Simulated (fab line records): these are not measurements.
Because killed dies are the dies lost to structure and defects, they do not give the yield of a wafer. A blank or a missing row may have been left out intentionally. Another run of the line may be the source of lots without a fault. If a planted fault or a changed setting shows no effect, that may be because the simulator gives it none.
Which tool was responsible? | flow sky130 | 36 wafers from 12 lots sampled at 5 of the route's 708 steps

== WHAT THE GAUGES READ, wafer by wafer ==
SKY_CAP2M_THK_MEAS_01.
lot  | measured     | on            | CAP2M_CVD_00_THK (nm)
L075 | day 39 17:33 | film_metro-03 | 15.29 15.41 15.53
L077 | day 40 10:01 | film_metro-03 | 15.46 15.28 15.49
L079 | day 41 01:57 | film_metro-04 | 15.25 15.22 15.06
L081 | day 41 20:42 | film_metro-02 | 15.65 15.39 15.78
L085 | day 43 03:12 | film_metro-04 | 15.12 15.38 15.46
L083 | day 43 06:20 | film_metro-04 | 15.39 15.22 15.29
L087 | day 43 13:59 | film_metro-03 | 15.15 15.27 15.29
L089 | day 44 02:57 | film_metro-02 | 15.67 15.76 15.72
L091 | day 44 10:38 | film_metro-04 | 15.33 15.49 15.59
L093 | day 45 04:34 | film_metro-04 | 15.18 15.58 15.52
L095 | day 45 12:13 | film_metro-02 | 15.46 15.84 15.61
L097 | day 46 01:52 | film_metro-04 | 15.36 15.38 15.62

== EACH LOT AND THE TOOL THAT RAN IT (in order: tool; ch and the chambers of the sampled wafers; start) ==
lot  | SKY_VIA1_CMP_02               | SKY_METAL2_SPUTTER_03        | SKY_METAL2_DESCUM_17              | SKY_VIA3_CMP_02
L075 | cmp-01 ch 0,1,3, day 32 18:12 | pvd_sputter-01, day 33 23:20 | rie_metal-03 ch 0,1, day 35 02:04 | cmp-02 ch 0,2,3, day 38 14:16
L077 | cmp-02 ch 1,2,3, day 33 12:50 | pvd_sputter-04, day 34 17:57 | rie_metal-01 ch 0,1, day 35 21:07 | cmp-01 ch 0,1,3, day 39 07:31
L079 | cmp-01 ch 1,2,3, day 34 06:46 | pvd_sputter-01, day 35 10:48 | rie_metal-02 ch 0,1, day 36 14:04 | cmp-02 ch 1,2,3, day 40 00:03
L081 | cmp-02 ch 0,1, day 35 02:41   | pvd_sputter-02, day 36 07:36 | rie_metal-01 ch 0,1, day 37 10:55 | cmp-01 ch 0,2,3, day 40 18:30
L085 | cmp-01 ch 0,1,3, day 36 10:04 | pvd_sputter-04, day 37 14:54 | rie_metal-03 ch 0,1, day 38 19:07 | cmp-02 ch 0,1,2, day 42 01:58
L083 | cmp-01 ch 0,2, day 36 18:05   | pvd_sputter-02, day 37 21:35 | rie_metal-02 ch 0,1, day 38 23:10 | cmp-01 ch 0,1, day 42 05:52
L087 | cmp-01 ch 1,2, day 37 03:10   | pvd_sputter-04, day 38 06:30 | rie_metal-03 ch 0,1, day 39 07:32 | cmp-02 ch 0,1, day 42 12:56
L089 | cmp-01 ch 0,2,3, day 37 18:02 | pvd_sputter-04, day 38 20:58 | rie_metal-02 ch 0,1, day 39 22:29 | cmp-02 ch 1,2,3, day 43 01:59
L091 | cmp-02 ch 0,2,3, day 38 03:32 | pvd_sputter-04, day 39 05:49 | rie_metal-03 ch 0,1, day 40 07:34 | cmp-02 ch 0,3, day 43 10:47
L093 | cmp-01 ch 0,1,2, day 38 23:36 | pvd_sputter-04, day 40 01:35 | rie_metal-03 ch 0,1, day 41 02:01 | cmp-01 ch 1,2,3, day 44 04:19
L095 | cmp-01 ch 0,2, day 39 08:10   | pvd_sputter-04, day 40 10:16 | rie_metal-01 ch 1, day 41 10:40   | cmp-01 ch 0,1,2, day 44 12:37
L097 | cmp-02 ch 0,3, day 40 00:56   | pvd_sputter-02, day 41 02:55 | rie_metal-02 ch 1, day 42 03:14   | cmp-01 ch 0,2,3, day 45 03:07
- SKY_VIA1_CMP_02: polishes SiO2.
- SKY_METAL2_SPUTTER_03: material Ti, target thk 5 nm, time 3.3 s.
- SKY_METAL2_DESCUM_17: chemistry O2, time 8 s.
- SKY_VIA3_CMP_02: polishes SiO2.

== THE ANSWER, worked out from the rows above alone ==
Rule: the lots themselves supply what counts as usual. Put in order of their means at a reading, lots are off if they are a third of the lots or fewer, leave a main group of 4 or more, and stand apart from it by a gap of 3 or more times the standard deviation of the main group's means; of several such gaps the widest counts. The tables above print the reading to a certain number of digits; a main group whose means all agree to those digits is not used. A lot without any number at a reading at which 4 lots or more have one is off too. Any other lot the step has rows for is counted as sound.
Across all readings shown, no lot is off: no conclusion can be drawn from this.

== WHAT THE SIMULATOR HAD INSERTED ==
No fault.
